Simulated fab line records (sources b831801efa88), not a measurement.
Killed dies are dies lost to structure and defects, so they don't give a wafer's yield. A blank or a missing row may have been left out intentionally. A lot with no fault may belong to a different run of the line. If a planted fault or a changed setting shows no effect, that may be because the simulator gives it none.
8D (eight disciplines) problem report, filled in by code -- flow sky130 -- the parts of the form that need people (team, actions taken, sign-off) are left out

## 1. THE ISSUE
Mean of cd_nm at SKY_SONOS_ONO_CD_MEAS_13: 313.6 nm over 3 wafers from 1 lot, against 409.9 nm (standard deviation 2.1) on wafers with no fault. That puts it -46 standard deviations away from the usual mean.
The step: target cd 410 nm.
The first sign was on wafer L718.1 at day 17 16:16, on cd_sem-01. At this step, 33 wafers from 11 lots have a number in the record. Rule for "out" (also "out of limits"): further than 4 standard deviations from the usual mean. Any other wafer with a number is counted as sound.

## 2. WHAT THIS IS AND IS NOT
question,is,is not
which readings at this step,cd_nm,-
which lots,L718,"L706, L709, L710, L711, L712, L713, L714, L719, L720, L727"
which wafers of those lots,all that have a number,-
read on which gauges,cd_sem-01,cd_sem-02
when,from day 17 16:16,"up to then (21 sound wafers); but 9 sound wafers of L719, L720, L727 came after"

## 3. WHAT RULES OUT EACH SUSPECT
Counting: a tool at a process step up to the reading stays a suspect if it ran every lot that is out and no sound lot after the first of them.
- the gauge at SKY_SONOS_ONO_CD_MEAS_13: ruled out. All the wafers that are out were read on cd_sem-01, but those of them that SKY_SONOS_ONO_EXPOSE_10 has rows for are out there too, on other tools.
- plasma_asher-04 at SKY_FIELD_ISO_STRIP_16 (strips in O2/N2): ruled out as a lasting fault. After its first lot that is out, L718 (day 5 13:12), sound lots L720 ran on it.
- iline_stepper-02 at SKY_SONOS_ONO_EXPOSE_10 (exposes mask ONOM, target cd 410 nm): ruled out as a lasting fault. After its first lot that is out, L718 (day 17 02:16), sound lots L727 ran on it.
Left after counting: nothing in the record.

## 4. THE CAUSE (what the simulator had put in)
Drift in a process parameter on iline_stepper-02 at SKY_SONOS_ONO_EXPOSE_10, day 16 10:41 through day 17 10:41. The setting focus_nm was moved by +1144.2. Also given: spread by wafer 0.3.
The count ruled it out by mistake, since the rule takes a fault to strike every lot its tool runs from the start of the fault on, and this one did not do so.

## 5. THE EFFECT CHAIN, in route order
Each row: a reading where the mean over the struck wafers with a number is more than 3 standard deviations away from the usual. Readings are gone through only where the record gives a usual standard deviation; hours: the median, over the lots, of the time from a lot's start at the first step in this table giving one to that lot's start at this step; sigmas: the change measured in usual standard deviations.
hours,step,reading,usual,on struck wafers,change,sigmas
0,SKY_SONOS_ONO_EXPOSE_10,exposure_dose_mJ_cm2,151.72,134.97,-16.75,-99 or more
14,SKY_SONOS_ONO_CD_MEAS_13,cd_nm,409.9 nm,313.6,-96.3,-46
772,SKY_PAD_OPEN_PROBE_99,killed_at_front_end,15,296,+281,+69
772,SKY_PAD_OPEN_PROBE_99,killed_dies,88,365,+277,+29
772,SKY_PAD_OPEN_PROBE_99,killed_on_rim,17,67,+50,+14
Here are the process steps it includes:
- SKY_SONOS_ONO_EXPOSE_10: exposes mask ONOM, target cd 410 nm.
- SKY_PAD_OPEN_PROBE_99
At these later measuring or inspecting steps, every struck wafer for which the step has a row has a number for every such reading, and none has moved that far: SKY_GATE_OXIDE_THK_MEAS_02.

## 6. WHAT WOULD HAVE CAUGHT IT SOONER
The first out-of-limits reading at a measuring or inspecting step in this record came at day 17 16:16, 30 hours after the fault's start at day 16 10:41.
The tool's own readings at SKY_SONOS_ONO_EXPOSE_10 were out on every struck wafer that the step has a row for (exposure_dose_mJ_cm2): an alarm limit on them would have fired on the first of those.
